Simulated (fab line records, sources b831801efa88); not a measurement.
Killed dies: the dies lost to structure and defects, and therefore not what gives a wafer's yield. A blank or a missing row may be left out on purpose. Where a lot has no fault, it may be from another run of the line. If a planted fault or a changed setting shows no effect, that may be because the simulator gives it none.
One fault through the eyes of 2 desks / flow gf180mcu / every desk sees just its own numbers, and what lay behind them comes last

DESK OF THE TOOL OWNER: lithoTrack-03
The tool's own readings at GF_PASSIVATION_DEVELOP_10 (develop time 60 s): means of the sampled wafers that have a number, for each lot that ran on this tool. Marked OUT: a lot whose mean sits more than 4 standard deviations from the usual mean, which makes it out of limits; the brackets give that distance.
Columns: A = developerTempC at GF_PASSIVATION_DEVELOP_10, usual 22.98 C
lot=L925; first seen here=day 28 18:00; A=22.98
lot=L926; first seen here=day 28 21:00; A=22.88
lot=L929; first seen here=day 29 20:00; A=22.95
lot=L930; first seen here=day 30 04:00; A=22.99
lot=L932; first seen here=day 31 03:00; A=22.08 (-9.1) OUT
lot=L933; first seen here=day 31 04:00; A=21.95 (-10) OUT
Finding of this desk: L932, L933 out of limits; the first was L932 at day 31 03:00, on developerTempC at GF_PASSIVATION_DEVELOP_10. L925, L926, L929, L930: within limits.

THE METROLOGY DESK
Lot by lot, what the gauges showed, no matter which tool ran the lot: averages of those sampled wafers that carry a number. Marked OUT: a lot whose mean sits more than 4 standard deviations from the usual mean, which makes it out of limits; the brackets give that distance.
Columns: A = V5_CVD_02_THK at GF_V5_THK_MEAS_03, usual 1450 nm
lot=L925; first seen here=day 26 04:46; A=1452
lot=L926; first seen here=day 26 08:29; A=1442
lot=L928; first seen here=day 26 23:32; A=1473
lot=L929; first seen here=day 27 09:26; A=1458
lot=L930; first seen here=day 27 16:41; A=1462
lot=L931; first seen here=day 28 04:10; A=1451
lot=L932; first seen here=day 28 16:48; A=1445
lot=L933; first seen here=day 28 18:13; A=1449
lot=L934; first seen here=day 29 06:02; A=1456
lot=L941; first seen here=day 31 00:01; A=1437
lot=L942; first seen here=day 31 06:38; A=1448
lot=L945; first seen here=day 32 02:07; A=1444
lot=L948; first seen here=day 32 23:02; A=1439
This desk's verdict: no lot among the 13 shows anything out of limits.

ALL TOGETHER
At day 31 03:00, on L932, L933, the tool owner's desk was in a position to raise an alarm.
Nothing out of limits was seen by the metrology desk.
The metrology desk holds a record of L932, L933, inside its limits.
On lithoTrack-03, each named lot ran GF_PASSIVATION_DEVELOP_10.

WHAT THE SIMULATOR PUT IN
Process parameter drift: lithoTrack-03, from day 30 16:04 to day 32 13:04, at GF_PASSIVATION_DEVELOP_10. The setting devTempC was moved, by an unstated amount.
Struck lots among those shown: L932, L933.
Hours from the fault's start to each desk's first reading out of limits: the tool owner's desk, 11.
